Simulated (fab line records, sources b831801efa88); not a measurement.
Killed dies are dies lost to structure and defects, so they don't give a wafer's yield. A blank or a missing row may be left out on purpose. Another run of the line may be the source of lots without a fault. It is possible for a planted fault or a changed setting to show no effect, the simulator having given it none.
Struck lot and sound lot, side by side ; flow sfqLine ; 42 out of 325 route steps
Sound: these wafers, L333.1, L333.3, L333.4. Struck: wafers L347.2, L347.5 (left out: L347.1, a lot-mate that was not struck); the cause follows at the end.
At each step with rows: each side's tool, then ch and its chambers, then its first start. Under that, the readings that differ: sound wafers ; struck wafers ; difference of the means ; sigmas: that difference in standard deviations of wafers without a fault.
alike: readings whose means differ by less than 2 such deviations, and words and numbers that are the same on both sides. not compared: withheld readings, readings that some wafer has no value for, bounds like >300 that may hide the same value, and numbers for which the record gives no deviation and whose values overlap.
A row with sigmas, a row that says differs or no value, or rows on one side alone: a step with any of these is where the two part. Numbers that don't overlap but have no deviation are shown without sigmas and don't part them. A reading missing from all wafers of one side parts the sides only when that side holds two or more wafers.

SFQ_TRILAYER_R5_DEP_SPUTTER_133: material MoNx, target thk 40 nm, time 66.7 s.
  sound on pvdSputter-05 at day 52 04:07; struck on pvdSputter-05 at day 58 13:15
  alike: throttleValvePct
then, 1 step without rows for these wafers: SFQ_TRILAYER_R5_DEP_SPUTTER_134 (material Ti, target thk 5 nm, time 5 s).
SFQ_R5_RS_MEAS_933: a four-point-probe measurement.
  sound on filmMetro-03 at day 52 04:11; struck on filmMetro-03 at day 58 13:19
  alike: R5_MONX_RS
SFQ_R5_THK_MEAS_934: measures by xrf.
  sound on filmMetro-03 at day 52 04:19; struck on filmMetro-03 at day 58 13:26
  alike: R5_MONX_THK
then, 6 steps without rows for these wafers: SFQ_TRILAYER_R5_LITHO_COAT_141 (resist thk 62 nm); SFQ_TRILAYER_R5_LITHO_COAT_136 (resist thk 600 nm); SFQ_TRILAYER_R5_LITHO_SOFTBAKE_140; SFQ_TRILAYER_R5_LITHO_EXPOSE_137 (exposes mask R5, target cd 500 nm); SFQ_TRILAYER_R5_LITHO_PEB_139 (peb time 60 s); SFQ_TRILAYER_R5_LITHO_DEVELOP_138 (time 60 s).
-- the record jumps here: 5 days lie between the struck wafers' starts before and after --
SFQ_R5_OVL_MEAS_935:
  sound on overlay-01 at day 57 10:46; struck on overlay-01 at day 63 19:20
  alike: R5_OVL
SFQ_TRILAYER_R5_BARC_OPEN_METAL_ETCH_177: etches BARC in O2, target depth 125 nm, time 41.7 s.
  sound on rieMetal-01 ch 1, day 57 10:47; struck on rieMetal-01 ch 0, day 63 19:22
  alike: drypumpMotorCurrentA, oesProductAu
  not compared: rfHoursCounterH
SFQ_TRILAYER_R5_ETCH_METAL_ETCH_139: etches the open film in Cl2, stops on SiO2, target depth 60 nm, time 40 s.
  sound on rieMetal-01 ch 1, day 57 10:55; struck on rieMetal-01 ch 0, day 63 19:26
reading;sound;struck;difference;sigmas
oesProductAu (a.u.);0.988 0.997 0.993;0.790 0.782;-0.207;-45
model.R5.featureDepthNm (nm);60 60 60;39.94 39.34;-20.36;
model.etch.depthNm (nm);60 60 60;39.94 39.34;-20.36;
model.KrF_of_TRILAYER_R5_LITHO_COAT_136.thkNm (nm);497.9 496.5 500.4;508.5 509.9;+10.9;
  alike: drypumpMotorCurrentA
  not compared: rfHoursCounterH
SFQ_TRILAYER_R5_STRIP_STRIP_140: strips in O2.
  sound on rieMetal-01 ch 1, day 57 11:02; struck on rieMetal-01 ch 0, day 63 19:29
  alike: drypumpMotorCurrentA, oesProductAu
  not compared: rfHoursCounterH
then, 8 steps without rows for these wafers: SFQ_TRILAYER_R5_STRIP_SOLV_CLEAN_141 (cleans in NMP, time 600 s); SFQ_TRILAYER_A5C_DEP_PECVD_142 (deposits SiO2 from SiH4/N2O, time 15.556 s, target thk 70 nm); SFQ_TRILAYER_I5_LITHO_COAT_149 (resist thk 62 nm); SFQ_TRILAYER_I5_LITHO_COAT_144 (resist thk 650 nm); SFQ_TRILAYER_I5_LITHO_SOFTBAKE_148; SFQ_TRILAYER_I5_LITHO_EXPOSE_145 (exposes mask I5, target cd 700 nm); SFQ_TRILAYER_I5_LITHO_PEB_147 (peb time 60 s); SFQ_TRILAYER_I5_LITHO_DEVELOP_146 (time 60 s).
-- the record jumps here: 5 days lie between the struck wafers' starts before and after --
SFQ_I5_OVL_MEAS_936:
  sound on overlay-02 at day 62 20:17; struck on overlay-02 at day 68 13:44
reading;sound;struck;difference;sigmas
I5_OVL (nm);2 2 2;-8 -6;-9;-2
then, 10 steps without rows for these wafers: SFQ_TRILAYER_I5_BARC_OPEN_VIA_ETCH_200 (etches BARC in O2, target depth 125 nm, time 41.7 s); SFQ_TRILAYER_I5_ETCH_VIA_ETCH_147 (etches the open film in CHF3, stops on Nb, target depth 360 nm); SFQ_TRILAYER_I5_STRIP_STRIP_148 (strips in O2); SFQ_TRILAYER_I5_STRIP_SOLV_CLEAN_149 (cleans in NMP, time 600 s); SFQ_TRILAYER_C5_LITHO_COAT_156 (resist thk 62 nm); SFQ_TRILAYER_C5_LITHO_COAT_151 (resist thk 650 nm); SFQ_TRILAYER_C5_LITHO_SOFTBAKE_155; SFQ_TRILAYER_C5_LITHO_EXPOSE_152 (exposes mask C5, target cd 500 nm); SFQ_TRILAYER_C5_LITHO_PEB_154 (peb time 60 s); SFQ_TRILAYER_C5_LITHO_DEVELOP_153 (time 60 s).
-- the record jumps here: 5 days lie between the struck wafers' starts before and after --
SFQ_C5_OVL_MEAS_937:
  sound on overlay-01 at day 67 12:13; struck on overlay-02 at day 73 04:43
  alike: C5_OVL
SFQ_TRILAYER_C5_BARC_OPEN_VIA_ETCH_210: etches BARC in O2, target depth 125 nm, time 41.7 s.
  sound on rieDiel-01 ch 1,2,3, day 67 12:14; struck on rieDiel-03 ch 0,2, day 73 04:45
  alike: drypumpMotorCurrentA, oesProductAu
  not compared: rfHoursCounterH
then, 1 step without rows for these wafers: SFQ_TRILAYER_C5_ETCH_VIA_ETCH_154 (etches SiO2 in CHF3, stops on Nb, target depth 84 nm).
SFQ_TRILAYER_C5_STRIP_STRIP_155: strips in O2.
  sound on rieMetal-03 ch 0,1, day 67 12:20; struck on rieMetal-02 ch 1, day 73 04:50
  alike: drypumpMotorCurrentA, oesProductAu
  not compared: rfHoursCounterH
then, 3 steps without rows for these wafers: SFQ_TRILAYER_C5_STRIP_SOLV_CLEAN_156 (cleans in NMP, time 600 s); SFQ_TRILAYER_M6_DEP_PRE_CLEAN_158 (time 22.5 s); SFQ_TRILAYER_M6_DEP_SPUTTER_157 (material Nb, target thk 200 nm, time 133.3 s).
SFQ_M6_RS_MEAS_938: a four-point-probe measurement.
  sound on filmMetro-03 at day 67 13:13; struck on filmMetro-01 at day 73 05:44
  alike: M6_NB_RS
-- the record jumps here: 17 days lie between the struck wafers' starts before and after (it left off in module M6 and takes up again in module M8, whose first step shown is number 325 of the route) --
SFQ_M8_BOW_MEAS_951:
  sound on filmMetro-03 at day 87 05:20; struck on filmMetro-03 at day 90 10:58
reading;sound;struck;difference;sigmas
model.etest.r5.combLog10Ohm;12 12 12;0 0;-12;
  alike: M8_BOW

WHERE THEY PART
At SFQ_TRILAYER_R5_ETCH_METAL_ETCH_139 first; at SFQ_I5_OVL_MEAS_936 last (within this record only). Later steps at which nothing parts them and some readings are alike: SFQ_C5_OVL_MEAS_937, SFQ_TRILAYER_C5_BARC_OPEN_VIA_ETCH_210, SFQ_TRILAYER_C5_STRIP_STRIP_155, SFQ_M6_RS_MEAS_938, SFQ_M8_BOW_MEAS_951.

WHY: what the simulator had put in
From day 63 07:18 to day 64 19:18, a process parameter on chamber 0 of rieMetal-01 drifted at SFQ_TRILAYER_R5_ETCH_METAL_ETCH_139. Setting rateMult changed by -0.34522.
